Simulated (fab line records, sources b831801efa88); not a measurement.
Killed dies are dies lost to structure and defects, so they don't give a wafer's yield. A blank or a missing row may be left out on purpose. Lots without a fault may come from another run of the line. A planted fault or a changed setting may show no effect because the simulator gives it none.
A sampling plan put to the test | flow gf180mcu | one fab line, 65 faults that these records tell of, each judged on the records of the lots that it struck
The plan is the line's own looks: the steps of the route at which a gauge or an inspection reads the wafer and doesn't change it. A look can be judged if struck wafers have a number there and the file gives its usual mean and standard deviation on fault-free wafers. Caught: at a look after the fault's first step, the mean of the struck wafers lies 4 or more of those standard deviations (sigma) from the usual mean. On the tool: the same test on the tool's own readings at the fault's steps. Another recipe on the struck wafers, or a record that is blank for them alone, also counts as caught.

THE FAULTS, as the simulator had put them in
1. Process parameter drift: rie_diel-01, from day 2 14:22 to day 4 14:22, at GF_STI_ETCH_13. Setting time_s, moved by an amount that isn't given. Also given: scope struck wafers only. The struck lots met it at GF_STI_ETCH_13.
2. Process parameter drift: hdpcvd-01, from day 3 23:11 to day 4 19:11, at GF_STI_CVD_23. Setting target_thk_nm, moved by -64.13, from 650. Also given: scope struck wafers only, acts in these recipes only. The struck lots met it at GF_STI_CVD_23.
3. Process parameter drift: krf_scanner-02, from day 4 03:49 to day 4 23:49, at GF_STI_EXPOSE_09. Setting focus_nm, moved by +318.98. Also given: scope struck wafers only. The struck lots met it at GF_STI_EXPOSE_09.
4. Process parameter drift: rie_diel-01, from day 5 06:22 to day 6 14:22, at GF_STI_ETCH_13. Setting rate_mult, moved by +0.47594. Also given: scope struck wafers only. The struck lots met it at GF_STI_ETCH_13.
5. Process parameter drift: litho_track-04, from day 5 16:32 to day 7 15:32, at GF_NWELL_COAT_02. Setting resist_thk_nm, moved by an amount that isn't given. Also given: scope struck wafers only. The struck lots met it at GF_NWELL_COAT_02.
6. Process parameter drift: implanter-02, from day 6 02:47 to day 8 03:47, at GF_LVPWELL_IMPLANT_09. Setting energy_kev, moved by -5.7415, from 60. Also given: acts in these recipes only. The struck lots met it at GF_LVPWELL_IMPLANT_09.
7. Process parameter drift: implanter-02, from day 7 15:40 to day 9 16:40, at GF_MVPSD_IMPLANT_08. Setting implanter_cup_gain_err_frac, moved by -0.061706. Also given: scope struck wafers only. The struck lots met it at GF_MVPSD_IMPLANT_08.
8. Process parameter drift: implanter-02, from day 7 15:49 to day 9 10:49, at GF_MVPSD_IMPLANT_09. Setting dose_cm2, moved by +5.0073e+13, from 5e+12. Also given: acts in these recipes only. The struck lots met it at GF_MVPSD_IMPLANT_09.
9. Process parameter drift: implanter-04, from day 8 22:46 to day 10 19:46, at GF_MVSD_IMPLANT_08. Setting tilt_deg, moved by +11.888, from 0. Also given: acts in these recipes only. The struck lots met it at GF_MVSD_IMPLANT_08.
10. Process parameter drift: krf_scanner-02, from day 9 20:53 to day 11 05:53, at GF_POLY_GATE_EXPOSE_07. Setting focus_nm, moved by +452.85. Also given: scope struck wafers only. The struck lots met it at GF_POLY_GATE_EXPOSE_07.
11. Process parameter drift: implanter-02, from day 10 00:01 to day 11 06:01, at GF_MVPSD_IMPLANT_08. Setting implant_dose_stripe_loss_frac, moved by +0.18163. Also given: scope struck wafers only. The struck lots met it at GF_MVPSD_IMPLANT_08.
12. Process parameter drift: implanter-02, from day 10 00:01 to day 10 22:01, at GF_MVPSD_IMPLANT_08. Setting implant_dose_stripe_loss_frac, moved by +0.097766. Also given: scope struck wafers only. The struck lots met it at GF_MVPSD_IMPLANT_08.
13. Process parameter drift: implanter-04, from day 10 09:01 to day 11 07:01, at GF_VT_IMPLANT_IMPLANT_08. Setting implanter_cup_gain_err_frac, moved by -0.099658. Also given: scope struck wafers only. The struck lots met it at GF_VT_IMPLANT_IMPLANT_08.
14. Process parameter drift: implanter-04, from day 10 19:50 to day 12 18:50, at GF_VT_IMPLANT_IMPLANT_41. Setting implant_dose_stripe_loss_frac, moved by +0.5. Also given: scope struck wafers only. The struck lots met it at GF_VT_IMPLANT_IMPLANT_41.
15. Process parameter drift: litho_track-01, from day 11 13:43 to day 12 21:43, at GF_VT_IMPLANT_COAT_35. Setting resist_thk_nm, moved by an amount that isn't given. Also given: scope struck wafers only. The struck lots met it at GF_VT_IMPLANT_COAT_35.
16. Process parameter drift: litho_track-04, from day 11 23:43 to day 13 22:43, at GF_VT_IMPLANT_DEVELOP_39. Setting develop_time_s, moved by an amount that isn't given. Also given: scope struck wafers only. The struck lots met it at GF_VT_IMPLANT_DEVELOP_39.
17. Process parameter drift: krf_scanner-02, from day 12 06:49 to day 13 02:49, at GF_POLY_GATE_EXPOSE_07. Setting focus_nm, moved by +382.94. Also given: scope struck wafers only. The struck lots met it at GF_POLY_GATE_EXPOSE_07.
18. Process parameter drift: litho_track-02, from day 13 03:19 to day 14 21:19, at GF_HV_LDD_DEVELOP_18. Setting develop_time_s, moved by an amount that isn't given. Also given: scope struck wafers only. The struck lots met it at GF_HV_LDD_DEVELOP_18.
19. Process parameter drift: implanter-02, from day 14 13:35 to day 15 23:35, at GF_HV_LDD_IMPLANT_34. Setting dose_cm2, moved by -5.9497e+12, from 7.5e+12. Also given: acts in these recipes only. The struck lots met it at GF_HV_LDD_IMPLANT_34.
20. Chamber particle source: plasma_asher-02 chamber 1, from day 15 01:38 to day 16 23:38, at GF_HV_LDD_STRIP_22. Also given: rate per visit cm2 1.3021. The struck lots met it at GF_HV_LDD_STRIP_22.
21. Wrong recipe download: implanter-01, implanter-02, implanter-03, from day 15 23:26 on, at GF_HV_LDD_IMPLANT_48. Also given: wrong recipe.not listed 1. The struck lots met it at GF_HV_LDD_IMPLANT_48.
22. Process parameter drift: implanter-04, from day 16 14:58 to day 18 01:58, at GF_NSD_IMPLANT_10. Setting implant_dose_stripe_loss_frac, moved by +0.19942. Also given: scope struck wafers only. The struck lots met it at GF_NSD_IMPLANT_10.
23. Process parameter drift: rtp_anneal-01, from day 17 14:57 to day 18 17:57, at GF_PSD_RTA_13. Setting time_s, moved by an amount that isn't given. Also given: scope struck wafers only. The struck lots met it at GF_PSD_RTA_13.
24. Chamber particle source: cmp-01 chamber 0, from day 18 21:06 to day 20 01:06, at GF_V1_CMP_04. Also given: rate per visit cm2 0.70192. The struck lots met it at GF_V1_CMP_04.
25. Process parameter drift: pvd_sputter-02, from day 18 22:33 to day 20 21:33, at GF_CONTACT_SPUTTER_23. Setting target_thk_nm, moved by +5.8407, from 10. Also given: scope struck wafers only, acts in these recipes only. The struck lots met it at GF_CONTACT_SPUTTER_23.
26. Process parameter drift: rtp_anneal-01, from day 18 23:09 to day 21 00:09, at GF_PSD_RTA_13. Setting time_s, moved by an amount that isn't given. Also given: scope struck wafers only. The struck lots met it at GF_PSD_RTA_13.
27. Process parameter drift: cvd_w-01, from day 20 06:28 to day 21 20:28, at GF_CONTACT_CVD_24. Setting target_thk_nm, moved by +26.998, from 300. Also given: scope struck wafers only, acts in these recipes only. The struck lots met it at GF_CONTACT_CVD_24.
28. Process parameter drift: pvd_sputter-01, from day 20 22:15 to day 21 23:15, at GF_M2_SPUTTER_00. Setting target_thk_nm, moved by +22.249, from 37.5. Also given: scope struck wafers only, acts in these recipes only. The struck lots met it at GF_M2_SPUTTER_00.
29. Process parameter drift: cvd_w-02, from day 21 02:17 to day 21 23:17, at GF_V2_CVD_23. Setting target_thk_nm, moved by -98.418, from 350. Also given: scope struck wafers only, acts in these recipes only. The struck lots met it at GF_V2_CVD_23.
30. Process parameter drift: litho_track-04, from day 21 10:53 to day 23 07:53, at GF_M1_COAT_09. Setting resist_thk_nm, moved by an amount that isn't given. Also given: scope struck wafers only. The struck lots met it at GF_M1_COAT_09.
31. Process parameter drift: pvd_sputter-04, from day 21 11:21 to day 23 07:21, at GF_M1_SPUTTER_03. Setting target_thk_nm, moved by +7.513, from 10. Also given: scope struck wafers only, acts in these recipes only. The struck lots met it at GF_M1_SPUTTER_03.
32. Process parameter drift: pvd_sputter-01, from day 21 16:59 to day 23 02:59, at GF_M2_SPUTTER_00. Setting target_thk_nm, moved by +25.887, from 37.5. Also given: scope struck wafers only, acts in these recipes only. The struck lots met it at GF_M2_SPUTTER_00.
33. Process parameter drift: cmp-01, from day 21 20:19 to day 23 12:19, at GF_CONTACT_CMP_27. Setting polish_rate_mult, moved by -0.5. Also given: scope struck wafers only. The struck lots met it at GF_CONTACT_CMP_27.
34. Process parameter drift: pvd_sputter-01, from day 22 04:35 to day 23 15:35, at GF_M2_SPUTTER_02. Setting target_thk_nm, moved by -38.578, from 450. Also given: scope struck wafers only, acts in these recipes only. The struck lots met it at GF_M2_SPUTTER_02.
35. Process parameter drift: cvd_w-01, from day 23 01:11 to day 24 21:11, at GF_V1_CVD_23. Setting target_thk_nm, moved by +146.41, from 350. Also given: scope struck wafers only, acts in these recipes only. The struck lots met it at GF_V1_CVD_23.
36. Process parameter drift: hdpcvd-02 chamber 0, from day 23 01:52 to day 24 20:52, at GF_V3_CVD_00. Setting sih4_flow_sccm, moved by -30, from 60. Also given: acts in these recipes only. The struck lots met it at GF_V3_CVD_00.
37. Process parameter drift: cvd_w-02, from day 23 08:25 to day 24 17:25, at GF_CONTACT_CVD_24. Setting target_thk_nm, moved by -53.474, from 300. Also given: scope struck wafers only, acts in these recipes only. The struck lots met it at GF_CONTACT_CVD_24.
38. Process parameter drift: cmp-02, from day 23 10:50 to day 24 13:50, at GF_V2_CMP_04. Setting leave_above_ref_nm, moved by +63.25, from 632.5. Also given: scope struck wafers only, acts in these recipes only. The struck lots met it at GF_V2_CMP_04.
39. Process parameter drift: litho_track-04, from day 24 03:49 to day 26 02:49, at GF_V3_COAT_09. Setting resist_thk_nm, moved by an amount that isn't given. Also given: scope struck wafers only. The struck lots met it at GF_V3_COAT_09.
40. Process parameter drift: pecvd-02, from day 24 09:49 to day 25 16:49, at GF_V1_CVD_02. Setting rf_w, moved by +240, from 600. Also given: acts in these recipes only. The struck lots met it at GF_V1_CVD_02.
41. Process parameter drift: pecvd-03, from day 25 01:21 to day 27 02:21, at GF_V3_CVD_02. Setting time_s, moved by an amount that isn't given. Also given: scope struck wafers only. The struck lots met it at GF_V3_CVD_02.
42. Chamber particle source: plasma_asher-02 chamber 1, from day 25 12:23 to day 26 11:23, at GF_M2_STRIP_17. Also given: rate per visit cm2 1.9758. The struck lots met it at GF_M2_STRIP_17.
43. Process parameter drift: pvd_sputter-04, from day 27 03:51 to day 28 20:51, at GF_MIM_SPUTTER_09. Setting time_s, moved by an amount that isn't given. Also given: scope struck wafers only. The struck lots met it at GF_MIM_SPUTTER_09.
44. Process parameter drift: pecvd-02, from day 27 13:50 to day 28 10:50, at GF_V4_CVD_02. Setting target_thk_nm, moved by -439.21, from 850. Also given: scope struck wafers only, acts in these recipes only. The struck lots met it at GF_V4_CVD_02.
45. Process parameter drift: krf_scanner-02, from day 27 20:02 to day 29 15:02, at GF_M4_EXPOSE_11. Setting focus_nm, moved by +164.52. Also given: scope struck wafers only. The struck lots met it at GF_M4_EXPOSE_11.
46. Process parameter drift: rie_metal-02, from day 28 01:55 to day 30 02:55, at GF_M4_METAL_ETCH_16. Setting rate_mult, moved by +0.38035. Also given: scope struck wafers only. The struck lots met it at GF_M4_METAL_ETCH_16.
47. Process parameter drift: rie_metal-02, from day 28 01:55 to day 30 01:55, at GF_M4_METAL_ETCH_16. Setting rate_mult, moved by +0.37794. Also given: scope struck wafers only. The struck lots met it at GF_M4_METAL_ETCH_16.
48. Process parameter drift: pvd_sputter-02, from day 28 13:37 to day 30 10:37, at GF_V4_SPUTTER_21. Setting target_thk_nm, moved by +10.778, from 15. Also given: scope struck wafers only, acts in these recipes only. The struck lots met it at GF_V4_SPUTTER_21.
49. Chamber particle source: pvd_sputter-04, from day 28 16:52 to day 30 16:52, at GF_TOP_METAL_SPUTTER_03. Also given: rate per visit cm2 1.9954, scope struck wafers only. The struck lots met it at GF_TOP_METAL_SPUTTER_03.
50. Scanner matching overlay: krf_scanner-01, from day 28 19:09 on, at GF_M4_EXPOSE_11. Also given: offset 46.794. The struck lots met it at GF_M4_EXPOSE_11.
51. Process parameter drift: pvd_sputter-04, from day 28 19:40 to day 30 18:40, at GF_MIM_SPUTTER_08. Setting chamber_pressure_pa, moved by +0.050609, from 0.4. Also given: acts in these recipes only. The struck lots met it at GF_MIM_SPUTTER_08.
52. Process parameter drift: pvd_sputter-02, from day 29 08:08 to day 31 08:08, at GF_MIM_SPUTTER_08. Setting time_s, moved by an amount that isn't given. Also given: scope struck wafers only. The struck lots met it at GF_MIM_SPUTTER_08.
53. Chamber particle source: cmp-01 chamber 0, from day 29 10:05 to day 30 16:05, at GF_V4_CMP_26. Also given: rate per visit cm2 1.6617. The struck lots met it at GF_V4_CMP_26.
54. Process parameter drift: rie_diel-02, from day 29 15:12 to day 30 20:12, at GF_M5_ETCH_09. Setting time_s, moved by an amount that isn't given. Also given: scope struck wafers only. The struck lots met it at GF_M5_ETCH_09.
55. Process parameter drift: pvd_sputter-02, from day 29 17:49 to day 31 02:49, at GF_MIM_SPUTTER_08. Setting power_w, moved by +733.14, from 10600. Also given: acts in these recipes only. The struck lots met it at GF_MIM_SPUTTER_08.
56. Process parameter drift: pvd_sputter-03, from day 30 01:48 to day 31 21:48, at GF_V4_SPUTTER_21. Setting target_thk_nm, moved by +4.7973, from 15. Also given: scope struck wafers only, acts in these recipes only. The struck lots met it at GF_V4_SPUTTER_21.
57. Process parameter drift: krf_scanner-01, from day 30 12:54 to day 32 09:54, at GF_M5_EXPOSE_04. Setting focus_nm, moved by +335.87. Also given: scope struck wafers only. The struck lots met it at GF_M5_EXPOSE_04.
58. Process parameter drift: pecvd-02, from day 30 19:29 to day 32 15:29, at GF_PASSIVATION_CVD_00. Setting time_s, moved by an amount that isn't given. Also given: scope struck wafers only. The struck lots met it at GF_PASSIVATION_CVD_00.
59. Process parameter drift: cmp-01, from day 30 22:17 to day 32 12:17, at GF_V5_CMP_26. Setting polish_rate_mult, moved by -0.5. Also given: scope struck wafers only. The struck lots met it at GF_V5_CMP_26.
60. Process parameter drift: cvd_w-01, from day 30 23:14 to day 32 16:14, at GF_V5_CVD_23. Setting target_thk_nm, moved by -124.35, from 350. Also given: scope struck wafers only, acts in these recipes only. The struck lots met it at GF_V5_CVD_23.
61. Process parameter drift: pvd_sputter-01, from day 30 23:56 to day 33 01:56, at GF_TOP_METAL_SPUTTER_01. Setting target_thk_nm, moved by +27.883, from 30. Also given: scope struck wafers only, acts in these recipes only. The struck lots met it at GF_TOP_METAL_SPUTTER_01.
62. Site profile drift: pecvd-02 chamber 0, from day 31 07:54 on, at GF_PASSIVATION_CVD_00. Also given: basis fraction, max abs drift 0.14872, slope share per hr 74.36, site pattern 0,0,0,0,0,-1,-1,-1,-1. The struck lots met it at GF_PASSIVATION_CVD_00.
63. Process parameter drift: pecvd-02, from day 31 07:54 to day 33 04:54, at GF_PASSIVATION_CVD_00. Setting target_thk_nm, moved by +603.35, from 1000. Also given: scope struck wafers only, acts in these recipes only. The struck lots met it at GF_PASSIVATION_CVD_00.
64. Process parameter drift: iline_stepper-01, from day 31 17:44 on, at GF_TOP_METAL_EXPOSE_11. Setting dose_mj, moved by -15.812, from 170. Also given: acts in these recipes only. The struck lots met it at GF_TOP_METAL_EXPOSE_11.
65. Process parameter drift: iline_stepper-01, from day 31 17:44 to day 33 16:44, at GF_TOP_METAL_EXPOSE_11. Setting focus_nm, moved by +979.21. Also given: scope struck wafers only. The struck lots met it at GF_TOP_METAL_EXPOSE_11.

WHAT THE PLAN SAW
fault | on the tool itself                          | first look that catches it                      | reading, sigma                                             | median hours from its first step to that look | hours from the fault's start to the first struck lot there | judged looks passed uncaught
1     | run_length_s -46 sigma                      | not the one look that can be judged after it    | -                                                          | -                                             | -                                                          | 1
2     | under 2 sigma                               | GF_STI_THK_MEAS_24                              | STI_CVD_23_THK -11                                         | 0.1                                           | 9                                                          | 0
3     | no reading that can be judged               | GF_STI_CD_MEAS_12                               | cd_nm -22                                                  | 6.9                                           | 12                                                         | 0
4     | under 2 sigma                               | none of the 2 looks that can be judged after it | -                                                          | -                                             | -                                                          | 2
5     | under 2 sigma                               | none of the 2 looks that can be judged after it | -                                                          | -                                             | -                                                          | 2
6     | beam_energy_keV -99 or beyond sigma         | no look after it can be judged                  | -                                                          | -                                             | -                                                          | 0
7     | beam_on_s +4.5 sigma                        | GF_VT_IMPLANT_RS_MEAS_49                        | MVPSD_RS -12                                               | 70.5                                          | 73                                                         | 0
8     | dose_ions_cm2 +99 or beyond sigma           | GF_MVPSD_TW_MEAS_11                             | MVPSD_TW +54                                               | 0.2                                           | 2                                                          | 0
9     | tilt_deg +99 or beyond sigma                | GF_MVSD_TW_MEAS_11                              | MVSD_TW +16                                                | 0.4                                           | 5                                                          | 0
10    | under 2 sigma                               | GF_POLY_GATE_CD_MEAS_10                         | cd_nm -56                                                  | 9.1                                           | 26                                                         | 0
11    | under 2 sigma                               | GF_VT_IMPLANT_RS_MEAS_49                        | MVPSD_RS +5.6                                              | 79.3                                          | 96                                                         | 1
12    | under 2 sigma                               | none of the 6 looks that can be judged after it | strongest: MVPSD_RS at GF_VT_IMPLANT_RS_MEAS_49, +2.9      | -                                             | -                                                          | 6
13    | beam_on_s +6.4 sigma                        | no look after it can be judged                  | -                                                          | -                                             | -                                                          | 0
14    | no reading that can be judged               | GF_VT_IMPLANT_TW_MEAS_43                        | VT_IMPLANT_4_TW -8.1                                       | 0.2                                           | 5                                                          | 0
15    | under 2 sigma                               | not the one look that can be judged after it    | -                                                          | -                                             | -                                                          | 1
16    | under 2 sigma                               | GF_VT_IMPLANT_TW_MEAS_43                        | VT_IMPLANT_4_TW -80                                        | 0.4                                           | 4                                                          | 0
17    | under 2 sigma                               | GF_POLY_GATE_CD_MEAS_10                         | cd_nm -41                                                  | 9.9                                           | 15                                                         | 0
18    | under 2 sigma                               | GF_HV_LDD_CD_MEAS_19                            | cd_nm -48                                                  | 0.1                                           | 12                                                         | 0
19    | dose_ions_cm2 -99 or beyond sigma           | GF_HV_LDD_TW_MEAS_38                            | HV_LDD_3_TW -8.6                                           | 0.6                                           | 26                                                         | 0
20    | under 2 sigma                               | none of the 2 looks that can be judged after it | -                                                          | -                                             | -                                                          | 2
21    | no reading that can be judged               | GF_HV_LDD_TW_MEAS_50                            | HV_LDD_4_TW +79                                            | 0.2                                           | 3                                                          | 0
22    | under 2 sigma                               | GF_PSD_RS_MEAS_14                               | NSD_RS +7.5                                                | 24.6                                          | 33                                                         | 2
23    | run_length_s +25 sigma                      | GF_PSD_RS_MEAS_14                               | NSD_RS -31                                                 | 0.1                                           | 9                                                          | 0
24    | under 2 sigma                               | no look after it can be judged                  | -                                                          | -                                             | -                                                          | 0
25    | under 2 sigma                               | no look after it can be judged                  | -                                                          | -                                             | -                                                          | 0
26    | run_length_s -6.7 sigma                     | GF_PSD_RS_MEAS_14                               | NSD_RS +8.9                                                | 0.1                                           | 30                                                         | 0
27    | under 2 sigma                               | GF_CONTACT_RS_MEAS_25                           | CONTACT_W_RS -6.8                                          | 0.1                                           | 20                                                         | 0
28    | under 2 sigma                               | no look after it can be judged                  | -                                                          | -                                             | -                                                          | 0
29    | under 2 sigma                               | GF_V2_RS_MEAS_24                                | V2_W_RS +27                                                | 0.1                                           | 4                                                          | 0
30    | under 2 sigma                               | GF_M1_CD_MEAS_14                                | cd_nm +4.2                                                 | 12.4                                          | 15                                                         | 0
31    | under 2 sigma                               | no look after it can be judged                  | -                                                          | -                                             | -                                                          | 0
32    | under 2 sigma                               | no look after it can be judged                  | -                                                          | -                                             | -                                                          | 0
33    | overpolish_run_s -99 or beyond sigma        | no look after it can be judged                  | -                                                          | -                                             | -                                                          | 0
34    | under 2 sigma                               | GF_M2_RS_MEAS_05                                | M2_ALCU_RS +9.1                                            | 0.1                                           | 18                                                         | 0
35    | under 2 sigma                               | GF_V1_RS_MEAS_24                                | V1_W_RS -24                                                | 0.1                                           | 3                                                          | 0
36    | sih4_flow_sccm -99 or beyond sigma          | GF_V3_THK_MEAS_01                               | V3_CVD_00_THK -51                                          | 0.1                                           | 11                                                         | 0
37    | only faintly: susceptor_temp_C -2.8 sigma   | GF_CONTACT_RS_MEAS_25                           | CONTACT_W_RS +19                                           | 0.1                                           | 15                                                         | 0
38    | only faintly: time_to_endpoint_s -2.1 sigma | no look after it can be judged                  | -                                                          | -                                             | -                                                          | 0
39    | under 2 sigma                               | not the one look that can be judged after it    | -                                                          | -                                             | -                                                          | 1
40    | rf_fwd_power_W +99 or beyond sigma          | GF_V1_THK_MEAS_03                               | V1_CVD_02_THK +6.9                                         | 0.1                                           | 3                                                          | 0
41    | run_length_s +5.5 sigma                     | none of the 2 looks that can be judged after it | strongest: V3_CVD_02_THK at GF_V3_THK_MEAS_03, +2.8        | -                                             | -                                                          | 2
42    | under 2 sigma                               | no look after it can be judged                  | -                                                          | -                                             | -                                                          | 0
43    | under 2 sigma                               | none of the 4 looks that can be judged after it | -                                                          | -                                             | -                                                          | 4
44    | under 2 sigma                               | GF_V4_THK_MEAS_03                               | V4_CVD_02_THK -31                                          | 0.1                                           | 5                                                          | 0
45    | under 2 sigma                               | GF_M4_CD_MEAS_14                                | cd_nm -6.0                                                 | 9.4                                           | 17                                                         | 0
46    | under 2 sigma                               | not the one look that can be judged after it    | -                                                          | -                                             | -                                                          | 1
47    | under 2 sigma                               | no look after it can be judged                  | -                                                          | -                                             | -                                                          | 0
48    | under 2 sigma                               | no look after it can be judged                  | -                                                          | -                                             | -                                                          | 0
49    | only faintly: throttle_valve_pct +2.3 sigma | not the one look that can be judged after it    | strongest: TOP_METAL_OVL at GF_TOP_METAL_OVL_MEAS_15, -2.2 | -                                             | -                                                          | 1
50    | under 2 sigma                               | GF_M4_OVL_MEAS_15                               | M4_OVL +8.9                                                | 9.1                                           | 14                                                         | 0
51    | chamber_pressure_pa +64 sigma               | none of the 2 looks that can be judged after it | strongest: MIM_ALCU_RS at GF_MIM_RS_MEAS_10, +2.2          | -                                             | -                                                          | 2
52    | under 2 sigma                               | GF_MIM_RS_MEAS_10                               | MIM_ALCU_RS +27                                            | 0.1                                           | 16                                                         | 0
53    | under 2 sigma                               | no look after it can be judged                  | -                                                          | -                                             | -                                                          | 0
54    | under 2 sigma                               | no look after it can be judged                  | -                                                          | -                                             | -                                                          | 0
55    | cathode_dc_power_W +99 or beyond sigma      | GF_MIM_RS_MEAS_10                               | MIM_ALCU_RS -5.7                                           | 0.1                                           | 6                                                          | 0
56    | under 2 sigma                               | no look after it can be judged                  | -                                                          | -                                             | -                                                          | 0
57    | no reading that can be judged               | GF_M5_CD_MEAS_07                                | cd_nm -26                                                  | 8.3                                           | 12                                                         | 0
58    | run_length_s +11 sigma                      | GF_PASSIVATION_THK_MEAS_01                      | PASSIVATION_CVD_00_THK +4.1                                | 0.1                                           | 6                                                          | 0
59    | overpolish_run_s -99 or beyond sigma        | no look after it can be judged                  | -                                                          | -                                             | -                                                          | 0
60    | under 2 sigma                               | GF_V5_RS_MEAS_24                                | V5_W_RS +58                                                | 0.1                                           | 21                                                         | 0
61    | under 2 sigma                               | no look after it can be judged                  | -                                                          | -                                             | -                                                          | 0
62    | under 2 sigma                               | GF_PASSIVATION_THK_MEAS_01                      | PASSIVATION_CVD_00_THK -4.7                                | 0.1                                           | 7                                                          | 0
63    | under 2 sigma                               | GF_PASSIVATION_THK_MEAS_01                      | PASSIVATION_CVD_00_THK +42                                 | 0.1                                           | 7                                                          | 0
64    | exposure_dose_mJ_cm2 -83 sigma              | GF_TOP_METAL_CD_MEAS_14                         | cd_nm +11                                                  | 7.9                                           | 20                                                         | 0
65    | under 2 sigma                               | GF_TOP_METAL_CD_MEAS_14                         | cd_nm -52                                                  | 7.8                                           | 20                                                         | 0
A dash: the fault isn't caught, or these records don't give the number.

Caught at a look: 36 of 65. Caught on the tool: 18 of 65. By one or the other: 43 of 65.
Caught on the tool alone: faults 1, 6, 13, 33, 41, 51, 59.
Caught at a look alone: faults 2, 3, 10, 11, 14, 16, 17, 18, 21, 22, 27, 29, 30, 34, 35, 37, 44, 45, 50, 52, 57, 60, 62, 63, 65.
Caught by neither: faults 4, 5, 12, 15, 20, 24, 25, 28, 31, 32, 38, 39, 42, 43, 46, 47, 48, 49, 53, 54, 56, 61.

THINNER SAMPLING
If the look that catches a fault measured only every second or every third lot, by lot number, the first struck lot would be measured this late in the worst case:
fault | struck lots at that look, in order of time | every lot | every second lot | every third lot
2     | L143                                       | 9 h       | may miss it      | may miss it
3     | L808, L809, L810                           | 12 h      | 16 h             | 21 h
7     | L182                                       | 73 h      | may miss it      | may miss it
8     | L535, L538                                 | 2 h       | 20 h             | may miss all 2
9     | L562, L564, L565                           | 5 h       | 24 h             | may miss all 3
10    | L276, L277                                 | 26 h      | 35 h             | may miss all 2
11    | L702                                       | 96 h      | may miss it      | may miss it
14    | L759, L760, L761                           | 5 h       | 8 h              | 15 h
16    | L161, L163, L164                           | 4 h       | 26 h             | may miss all 3
17    | L546, L547, L548                           | 15 h      | 18 h             | 26 h
18    | L240, L244                                 | 12 h      | may miss all 2   | may miss all 2
19    | L530, L531                                 | 26 h      | 30 h             | may miss all 2
21    | L996, L997                                 | 3 h       | 14 h             | may miss all 2
22    | L711, L714                                 | 33 h      | 56 h             | may miss all 2
23    | L863, L864, L865                           | 9 h       | 14 h             | 26 h
26    | L564, L565                                 | 30 h      | 41 h             | may miss all 2
27    | L243, L245                                 | 20 h      | may miss all 2   | may miss all 2
29    | L240, L241                                 | 4 h       | 12 h             | may miss all 2
30    | L702, L704                                 | 15 h      | may miss all 2   | may miss all 2
34    | L979, L981                                 | 18 h      | may miss all 2   | may miss all 2
35    | L556, L557, L560                           | 3 h       | 10 h             | may miss all 3
36    | L415, L416, L418                           | 11 h      | 19 h             | may miss all 3
37    | L751                                       | 15 h      | may miss it      | may miss it
40    | L658, L659, L660                           | 3 h       | 14 h             | 18 h
44    | L487, L489                                 | 5 h       | may miss all 2   | may miss all 2
45    | L210                                       | 17 h      | may miss it      | may miss it
50    | L820, L826                                 | 14 h      | may miss all 2   | may miss all 2
52    | L203, L205                                 | 16 h      | may miss all 2   | may miss all 2
55    | L291, L293                                 | 6 h       | may miss all 2   | may miss all 2
57    | L668, L670                                 | 12 h      | may miss all 2   | may miss all 2
58    | L939, L941                                 | 6 h       | may miss all 2   | may miss all 2
60    | L300                                       | 21 h      | may miss it      | may miss it
62    | L377, L380                                 | 7 h       | 25 h             | may miss all 2
63    | L662, L665, L667                           | 7 h       | 25 h             | may miss all 3
64    | L486, L487                                 | 20 h      | 31 h             | may miss all 2
65    | L221, L222, L225                           | 20 h      | 31 h             | may miss all 3
Hours are from the fault's start to the first struck lot that is measured. The limit of 4 sigma was tested on all struck wafers together, so one lot alone may lie under it. Other struck lots may not be in these records.

THE LONGEST TIMED WAY FROM STEP TO LOOK
Fault 11: a median of 79.3 hours passes between GF_MVPSD_IMPLANT_08 and GF_VT_IMPLANT_RS_MEAS_49. The look between them that can be judged stayed within 4 sigma: GF_VT_IMPLANT_OVL_MEAS_29.
